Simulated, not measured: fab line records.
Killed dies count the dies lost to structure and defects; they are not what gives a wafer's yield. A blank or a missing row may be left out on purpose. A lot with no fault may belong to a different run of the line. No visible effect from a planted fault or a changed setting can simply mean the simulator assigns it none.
Which of the tools did it? / flow gf180mcu / 7 lots with 21 wafers sampled at 2 steps, on a route of 602 steps

## WHAT THE GAUGES READ, wafer by wafer
GF_TOP_METAL_OVL_MEAS_15.
lot=L666; measured=day 28 22:12; on=overlay-01; TOP_METAL_OVL (nm)=-0.1 0.9 0.4
lot=L669; measured=day 29 21:38; on=overlay-02; TOP_METAL_OVL (nm)=2.6 0.8 1.7
lot=L671; measured=day 30 09:03; on=overlay-01; TOP_METAL_OVL (nm)=1.5 1.3 0.6
lot=L673; measured=day 30 16:43; on=overlay-02; TOP_METAL_OVL (nm)=0.4 0.1 -0.4
lot=L675; measured=day 31 07:24; on=overlay-01; TOP_METAL_OVL (nm)=1.0 0.5 0.0
lot=L677; measured=day 31 23:52; on=overlay-01; TOP_METAL_OVL (nm)=-0.2 -0.6 1.3
lot=L681; measured=day 32 20:29; on=overlay-02; TOP_METAL_OVL (nm)=0.1 0.0 -0.5

## WHAT TOOL EACH LOT RAN ON (gives the tool, then ch and the chambers of the sampled wafers, and finally the start)
lot=L666; GF_STI_CVD_03=lpcvd-01 ch 0, day 2 00:15
lot=L669; GF_STI_CVD_03=lpcvd-02 ch 1, day 2 13:56
lot=L671; GF_STI_CVD_03=lpcvd-02 ch 0, day 2 23:04
lot=L673; GF_STI_CVD_03=lpcvd-02 ch 0, day 3 09:56
lot=L675; GF_STI_CVD_03=lpcvd-02 ch 1, day 3 19:34
lot=L677; GF_STI_CVD_03=lpcvd-02 ch 1, day 4 05:51
lot=L681; GF_STI_CVD_03=lpcvd-02 ch 0, day 5 01:07
- GF_STI_CVD_03: deposits Si3N4 from DCS/NH3, target thk 207.16 nm, time 3551 s.

## THE ANSWER, worked out from the rows above alone
Rule: the lots themselves supply what counts as usual. Put in order of their means at a reading, lots are off if they are a third of the lots or fewer, leave a main group of 4 or more, and stand apart from it by a gap of 3 or more times the standard deviation of the main group's means; of several such gaps the widest counts. A main group is skipped when, at the precision printed for the reading in the tables above, its means are all equal. Also off: a lot with no number at a reading for which 4 or more lots have one. Any other lot the step has rows for is counted as sound.
No lot is off at any reading shown: from this, nothing can be told.

## WHAT HAD BEEN PUT IN BY THE SIMULATOR
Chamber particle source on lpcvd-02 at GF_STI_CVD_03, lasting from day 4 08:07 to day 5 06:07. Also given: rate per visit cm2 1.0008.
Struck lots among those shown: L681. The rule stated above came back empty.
